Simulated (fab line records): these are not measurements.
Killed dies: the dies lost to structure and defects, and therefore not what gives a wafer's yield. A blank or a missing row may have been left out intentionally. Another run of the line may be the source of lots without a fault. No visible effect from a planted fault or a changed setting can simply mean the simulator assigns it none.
Matching of chambers + flow gf180mcu + GF_V3_CVD_02 on pecvd-04: 3 sister chambers
The step deposits SiO2 from TEOS, target thk 850 nm, time 94.851 s. 6 wafers are shown with their chamber, then 8 later ones without.

## WAFERS, EACH WITH ITS CHAMBER
| wafer  | chamber | heater power w (W) | rf fwd power W (W) |
|--------|---------|--------------------|--------------------|
| L088.1 | 1       | 649                | 599.5              |
| L088.2 | 0       | 661                | 593.0              |
| L089.2 | 2       | 997                | 593.6              |
| L089.3 | 0       | 649                | 596.0              |
| L089.4 | 2       | 826                | 595.4              |
| L090.3 | 1       | 676                | 600.0              |

## WAFERS WITH NO CHAMBER GIVEN
| wafer  | heater power w (W) | rf fwd power W (W) |
|--------|--------------------|--------------------|
| L090.4 | 707                | 598.7              |
| L090.5 | 952                | 595.5              |
| L091.1 | 689                | 594.7              |
| L091.2 | 974                | 593.9              |
| L091.4 | 703                | 594.7              |
| L097.1 | 573                | 597.1              |
| L097.3 | 870                | 594.8              |
| L097.4 | 947                | 596.5              |

## WHICH CHAMBER EACH WENT THROUGH
| wafer  | from the rows above     | in truth |
|--------|-------------------------|----------|
| L090.4 | 1                       | 1        |
| L090.5 | 2                       | 2        |
| L091.1 | 0                       | 0        |
| L091.2 | 2                       | 2        |
| L091.4 | 0                       | 0        |
| L097.1 | can't be placed: 0 or 1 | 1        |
| L097.3 | 2                       | 2        |
| L097.4 | 2                       | 2        |
Correct placement for 7 of the 8. Can't be placed from these rows: 1 (the true chamber is among the candidates in 1). Number placed wrongly: 0.
How it was worked out, from the rows above alone: a wafer's distance from a chamber is the root of the sum, over the readings, of the square of ((its reading less the chamber's mean) divided by the reading's scatter). The wafer belongs to the nearest chamber; if the next one is less than 2 further off, it can't be placed. The mean given for a chamber averages the wafers shown for that chamber. The scatter is the square root of a quotient: the sum, over the shown wafers, of each reading's squared deviation from its chamber's mean, divided by wafers minus chambers.
